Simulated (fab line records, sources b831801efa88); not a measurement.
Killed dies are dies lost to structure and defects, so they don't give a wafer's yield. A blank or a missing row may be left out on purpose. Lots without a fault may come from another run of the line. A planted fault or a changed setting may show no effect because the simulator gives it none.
Which tool did it? | flow sky130 | 6 lots, 18 wafers sampled, at 1 step of a route of 708

WHAT THE GAUGES READ, wafer by wafer
SKY_VT_ADJUST_HVTP_CD_MEAS_07: target cd 380 nm.
lot  | measured     | on        | cd_nm (nm)
L620 | day 6 13:04  | cd_sem-01 | 382.6 382.1 381.6
L622 | day 7 03:07  | cd_sem-01 | 380.0 382.6 380.4
L625 | day 7 21:36  | cd_sem-01 | 382.1 381.2 382.4
L629 | day 9 00:07  | cd_sem-01 | 381.9 379.5 381.9
L631 | day 9 15:59  | cd_sem-02 | 379.7 380.8 380.3
L640 | day 11 21:50 | cd_sem-01 | 380.1 379.8 380.5

WHICH TOOL RAN EACH LOT (tool, then ch and the chambers of the sampled wafers, then the start)
The record holds no process step before these readings.

THE ANSWER, worked out from the rows above alone
Rule: what is usual is taken from the lots themselves. Put in order of their means at a reading, lots are off if they are a third of the lots or fewer, leave a main group of 4 or more, and stand apart from it by a gap of 3 or more times the standard deviation of the main group's means; of several such gaps the widest counts. A main group whose means are all the same, to the digits that the tables above print for the reading, isn't used. A lot without any number at a reading at which 4 lots or more have one is off too. The other lots that the step has rows for count as sound.
No lot is off at any reading shown: from this, nothing can be told.

WHAT THE SIMULATOR HAD PUT IN
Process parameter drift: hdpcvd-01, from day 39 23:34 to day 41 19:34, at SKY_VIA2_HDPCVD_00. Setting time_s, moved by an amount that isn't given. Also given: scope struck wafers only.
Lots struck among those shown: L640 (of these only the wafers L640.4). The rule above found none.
